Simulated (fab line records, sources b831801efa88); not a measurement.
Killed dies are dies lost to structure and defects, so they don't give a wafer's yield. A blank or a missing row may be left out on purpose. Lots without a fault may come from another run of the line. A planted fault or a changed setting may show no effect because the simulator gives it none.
Split-lot experiment | flow gf180mcu | 5 lots, 23 wafers read, on a route of 602 steps

THE SPLIT
At GF_NWELL_EXPOSE_04 (exposes mask Nwell, target cd 860 nm), the setting dose_mj was moved away from the recipe's 260 on 10 of the 23 wafers read, by -6.8% to +4.9%. The other wafers ran this setting at the recipe's value.

FROM THE SPLIT TO THE READING: what the file shows between them, 1 step
- GF_NWELL_PEB_05

THE READING
NWELL.cd_nm (the simulator's own value, which no gauge read), in nm, at GF_NWELL_DEVELOP_06 (develop time 58.02 s). The file gives no usual value for it. The 13 wafers here that ran the recipe average 852.5 nm, standard deviation 5.1 nm.

wafer  | tool, chamber at the split | dose_mj as run | against the recipe | NWELL.cd_nm, nm | against lot-mates on the recipe
L076.1 | iline_stepper-02, 0        | 260            | recipe             | 842             | -
L076.2 | iline_stepper-02, 0        | 272.7          | +4.9%              | 856.9           | +13.9
L076.3 | iline_stepper-02, 0        | 272.7          | +4.9%              | 857.8           | +14.8
L076.4 | iline_stepper-02, 0        | 272.7          | +4.9%              | 855.8           | +12.8
L076.5 | iline_stepper-02, 0        | 260            | recipe             | 843.9           | -
L078.2 | iline_stepper-02, 0        | 260            | recipe             | 847.5           | -
L078.3 | iline_stepper-02, 0        | 248.1          | -4.6%              | 835.1           | -12.9
L078.5 | iline_stepper-02, 0        | 248.1          | -4.6%              | 835.1           | -12.9
L078.4 | iline_stepper-02, 0        | 260            | recipe             | 848.5           | -
L078.6 | iline_stepper-02, 0        | 248.1          | -4.6%              | 834.5           | -13.5
L079.1 | iline_stepper-01, 0        | 260            | recipe             | 855.6           | -
L079.4 | iline_stepper-01, 0        | 260            | recipe             | 854.9           | -
L079.5 | iline_stepper-01, 0        | 260            | recipe             | 853             | -
L082.1 | iline_stepper-02, 0        | 260            | recipe             | 856.7           | -
L082.2 | iline_stepper-02, 0        | 268.7          | +3.3%              | 868.3           | +10.7
L082.3 | iline_stepper-02, 0        | 260            | recipe             | 856.9           | -
L082.5 | iline_stepper-02, 0        | 268.7          | +3.3%              | 863.2           | +5.6
L082.6 | iline_stepper-02, 0        | 260            | recipe             | 859.3           | -
L084.1 | iline_stepper-01, 0        | 242.3          | -6.8%              | 835.1           | -19.8
L084.2 | iline_stepper-01, 0        | 260            | recipe             | 855.2           | -
L084.4 | iline_stepper-01, 0        | 260            | recipe             | 853.8           | -
L084.5 | iline_stepper-01, 0        | 242.3          | -6.8%              | 835.5           | -19.4
L084.6 | iline_stepper-01, 0        | 260            | recipe             | 855.6           | -

THE FIT
A straight line over all 23 wafers: NWELL.cd_nm changes by +2.48 nm for each +1% of dose_mj; r = +0.84; the points scatter about the line by 5.6 nm.
The same after taking each lot's own level away (the mean of its wafers on the recipe; 23 wafers): +2.82 nm for each +1%; r = +0.99; scatter 1.2 nm.
On that fit, the largest move of dose_mj shifts the reading by 19 nm.
The lots' own levels span 842.95 to 857.63 nm, that is 2.9 times the standard deviation above.
So the lot-to-lot level changes the slope: the two fits differ.
Check: with one of the wafers moved furthest among these (-6.8%) left out of the fit, the line predicts -19.2 nm for it against its lot-mates. It came out at -19.8 nm against them.

OTHER SPLITS ON THESE WAFERS
These wafers also went through other splits before the reading. Each is held against what the fit with the lots' levels taken away leaves over:
other split on the same wafers      | wafers away from the commonest value | r with NWELL.cd_nm (lot level and that fit taken away)
GF_STI_OXIDATION_01 temp_c          | 10                                   | +0.04
GF_STI_PEB_10 peb_time_s            | 5                                    | -0.26
GF_DNWELL_COAT_02 resist_thk_nm     | 9                                    | -0.20
GF_DNWELL_DEVELOP_06 develop_time_s | 9                                    | +0.03

THE FILE'S OWN FIT
NWELL.cd_nm changes by +2.81 nm for each +1% of dose_mj, r = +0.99.
